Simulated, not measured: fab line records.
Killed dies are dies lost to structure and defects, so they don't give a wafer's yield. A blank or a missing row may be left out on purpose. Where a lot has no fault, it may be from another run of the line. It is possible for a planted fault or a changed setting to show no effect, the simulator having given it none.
What tool caused it?	flow sky130	11 lots, 33 wafers sampled, at 1 step of a route of 708

WHAT EACH GAUGE READ, for each wafer
SKY_VIA3_BOW_MEAS_03.
lot	measured	on	VIA3_BOW (um)
L763	day 38 10:55	film-metro-04	76 69 66
L766	day 39 19:43	film-metro-01	74 87 90
L771	day 41 11:07	film-metro-04	77 64 77
L774	day 41 22:46	film-metro-01	92 85 88
L773	day 41 23:57	film-metro-03	56 88 80
L775	day 42 08:47	film-metro-03	71 70 76
L777	day 43 00:25	film-metro-03	75 86 86
L779	day 43 21:17	film-metro-03	64 69 66
L782	day 44 08:28	film-metro-01	72 79 79
L783	day 44 10:29	film-metro-04	71 68 66
L785	day 44 13:03	film-metro-03	72 77 79

TOOL THAT RAN EACH LOT (tool first, then ch and the chambers of the sampled wafers, then the start)
No process step before these readings appears in the record.

THE ANSWER, worked out from the rows above alone
Rule: usual is defined by the lots themselves. Put in order of their means at a reading, lots are off if they are a third of the lots or fewer, leave a main group of 4 or more, and stand apart from it by a gap of 3 or more times the standard deviation of the main group's means; of several such gaps the widest counts. The tables above print the reading to a certain number of digits; a main group whose means all agree to those digits is not used. A lot without any number at a reading at which 4 lots or more have one is off too. The other lots that the step has rows for count as sound.
Across all readings shown, no lot is off: no conclusion can be drawn from this.

WHAT THE SIMULATOR PUT IN
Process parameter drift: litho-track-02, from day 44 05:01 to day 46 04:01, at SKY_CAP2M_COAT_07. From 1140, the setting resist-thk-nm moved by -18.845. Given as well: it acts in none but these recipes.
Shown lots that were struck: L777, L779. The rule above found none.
